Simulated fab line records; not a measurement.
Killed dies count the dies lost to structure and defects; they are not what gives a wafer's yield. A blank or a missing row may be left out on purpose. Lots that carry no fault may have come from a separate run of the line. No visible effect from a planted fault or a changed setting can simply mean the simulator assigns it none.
Comparing a struck lot with a sound one    flow sky130    16 out of 708 route steps
Sound: the wafers L559.2, L559.3, L559.6. Struck: wafer L576.4 (L576.1, L576.5, from the same lot, were not struck and are left out); the cause is given at the end.
Order at every step that has rows: each side's tool, ch and its chambers, its first start. Under that, the readings that differ: sound wafers    struck wafers    difference of the means    sigmas: that difference in standard deviations of wafers without a fault.
alike: readings with means less than 2 such deviations apart, plus words and numbers identical on both sides. not compared: withheld readings, readings lacking a value on some wafer, bounds such as >300 that could conceal the same value, and numbers that have no deviation in the record and whose values overlap.
A row with sigmas, a row that says differs or no value, or rows on one side alone: a step with any of these is where the two part. Non-overlapping numbers with no deviation appear without sigmas and do not part them. A reading missing from all wafers of one side parts the sides only when that side holds two or more wafers.

first, 2 steps without rows for these wafers: SKY_METAL4_PEB_11; SKY_METAL4_DEVELOP_12 (develop time 60 s).
SKY_METAL4_CD_MEAS_13 targets a cd of 300 nm.
  sound: cd sem-02 at day 44 00:05; struck: cd sem-01 at day 48 05:52
  alike: cd nm
SKY_METAL4_OVL_MEAS_14:
  sound: overlay-01 at day 44 00:12; struck: overlay-02 at day 48 05:59
reading          sound     struck  difference  sigmas
METAL4_OVL (nm)  -6 -5 -2  7       +11         +2
SKY_METAL4_DESCUM_15: chemistry O2, time 8 s.
  sound on rie metal-01 ch 0,1, day 44 00:14; struck on rie metal-03 ch 0, day 48 06:02
  alike: drypump motor current A, oes product au
  not compared: rf hours counter h
SKY_METAL4_ETCH_16: etches BARC in N2/H2, stops on SiO2, time 88.2 s, target depth 60 nm.
  sound on rie metal-01 ch 0,1, day 44 00:16; struck on rie metal-03 ch 0, day 48 06:04
  alike: drypump motor current A, oes product au, throttle valve pct
  not compared: rf hours counter h
then, 1 step without rows for these wafers: SKY_METAL4_ETCH_17 (etches SiO2 in C4F8/O2/Ar, stops on TiN, time 3.9 s, target depth 15 nm).
SKY_METAL4_METAL_ETCH_18: etches the open film in Cl2/BCl3, stops on SiO2, target depth 845 nm, time 183.1 s.
  sound on rie metal-03 ch 0,1, day 44 00:22; struck on rie metal-04 ch 1, day 48 06:11
  alike: drypump motor current A, mfc cl2 sccm, oes product au, throttle valve pct
  not compared: rf hours counter h
SKY_METAL4_STRIP_19: strips in O2/N2.
  sound on plasma asher-03 ch 0, day 44 00:33; struck on plasma asher-02 ch 0, day 48 06:21
  alike: drypump motor current A, oes product au, strip time to endpoint s
  not compared: rf hours counter h
then, 3 steps without rows for these wafers: SKY_METAL4_STRIP_20 (strips in post etch residue remover, time 1200 s); SKY_METAL4_CLEAN_21 (cleans in IPA, time 180 s); SKY_METAL4_CLEAN_22 (cleans in O3/DIW).
SKY_VIA4_HDPCVD_00: deposits SiO2, target thk 1750 nm, time 291.7 s.
  sound on hdpcvd-01 ch 0,2, day 44 01:08; struck on hdpcvd-01 ch 2, day 48 06:56
reading                                   sound           struck  difference  sigmas
model.SiO2_of_VIA4_HDPCVD_00.thk nm (nm)  1758 1749 1741  1143    -606        
SKY_VIA4_THK_MEAS_01:
  sound: film metro-02 at day 44 01:20; struck: film metro-04 at day 48 07:07
reading               sound           struck  difference  sigmas
VIA4_HDPCVD_THK (nm)  1757 1750 1740  1142    -607        -38
SKY_VIA4_CMP_02: polishes SiO2.
  sound on cmp-01 ch 0,1,3, day 44 01:23; struck on cmp-02 ch 3, day 48 07:28
  alike: motor current A
-- the record jumps here: 3 days lie between the struck wafers' starts before and after (it left off in module VIA4 and takes up again in module PAD_OPEN, whose first step shown is number 708 of the route) --
SKY_PAD_OPEN_PROBE_99:
  sound: prober-01 at day 48 00:35; struck: prober-01 at day 51 12:48
reading                                sound                 struck    difference  sigmas
killed_at_M4_up                        4 4 6                 0         -5          -3
model.etest.tester.sort n pass         404 413 405           207       -200        
model.etest.tester.sort yield pct (%)  82.11 83.94 82.32     42.07     -40.72      
model.etest.tester.sort_bin_3_pct (%)  1.626 0.813 1.423     43.49     +42.20      
model.etest.met5 comb.leak log10 a um  -12.04 -11.84 -12.03  -7.106    +4.864      
model.etest.tester.sort_bin_8_pct (%)  0 0 0                 0.001296  +0.001296   
  alike: defect limited yield, killed_at_M0_to_M3, killed at contacts, killed at front end, killed at other, killed dies, killed open, killed short

WHERE THEY PART
First at SKY_METAL4_OVL_MEAS_14; last, within this record, at SKY_PAD_OPEN_PROBE_99.

WHY: whatever the simulator had introduced
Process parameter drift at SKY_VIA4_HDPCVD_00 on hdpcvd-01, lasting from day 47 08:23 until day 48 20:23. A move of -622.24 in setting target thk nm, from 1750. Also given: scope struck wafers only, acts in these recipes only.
